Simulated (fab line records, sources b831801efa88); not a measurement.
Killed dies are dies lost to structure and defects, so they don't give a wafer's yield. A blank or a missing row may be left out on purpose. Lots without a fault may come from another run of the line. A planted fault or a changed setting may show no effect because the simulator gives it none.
One fault seen from 2 desks | flow gf180mcu | each desk has only its own numbers; what lay behind them comes last

THE METROLOGY DESK
What the gauges read, lot by lot, whatever tool the lot ran on: means of the sampled wafers that have a number. A lot is out of limits, marked OUT, if its mean lies more than 4 standard deviations from the usual mean; the brackets give that distance.
Columns: A = STI_CVD_03_THK at GF_STI_THK_MEAS_04, usual 207.7 nm
lot  | first seen here | A
L112 | day 1 18:34     | 208.9
L117 | day 2 19:35     | 229.6 (+14) OUT
L119 | day 3 05:34     | 206.9
L120 | day 3 10:34     | 215.3 (+4.8) OUT
L124 | day 4 06:35     | 210.3
L128 | day 5 04:36     | 207.1
L130 | day 5 13:33     | 206.1
L131 | day 5 17:34     | 206.9
L132 | day 5 22:52     | 208.7
L133 | day 6 03:34     | 207.6
L134 | day 6 09:04     | 206.7
This desk's finding: out of limits on L117, L120; first on L117, day 2 19:35 (STI_CVD_03_THK at GF_STI_THK_MEAS_04). In limits: L112, L119, L124, L128, L130, L131, L132, L133, L134.

THE TOOL OWNER'S DESK: lpcvd-01
The tool's own readings at GF_STI_CVD_03 (deposits Si3N4 from DCS/NH3, target thk 207.16 nm, time 3551 s): means of the sampled wafers that have a number, for each lot that ran on this tool. A lot is out of limits, marked OUT, if its mean lies more than 4 standard deviations from the usual mean; the brackets give that distance.
Columns: A = spike_tc_centre_C at GF_STI_CVD_03, usual 770.8 C
lot  | first seen here | A
L112 | day 1 16:34     | 771.0
L117 | day 2 17:36     | 782.9 (+8.7) OUT
L120 | day 3 08:34     | 783.9 (+9.4) OUT
L131 | day 5 15:34     | 770.5
L133 | day 6 01:34     | 770.7
This desk's finding: out of limits on L117, L120; first on L117, day 2 17:36 (spike_tc_centre_C at GF_STI_CVD_03). In limits: L112, L131, L133.

PUT TOGETHER
The tool owner's desk could have raised an alarm at day 2 17:36, on L117, L120.
The metrology desk could have raised an alarm at day 2 19:35, on L117, L120.
Of the lots named, all ran GF_STI_CVD_03 on lpcvd-01.

WHAT THE SIMULATOR HAD PUT IN
Process parameter drift: lpcvd-01, from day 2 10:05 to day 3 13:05, at GF_STI_CVD_03. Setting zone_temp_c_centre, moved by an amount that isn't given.
Lots struck among those shown: L117, L120.
Hours from the fault's start to each desk's first reading out of limits: the tool owner's desk, 8; the metrology desk, 9.
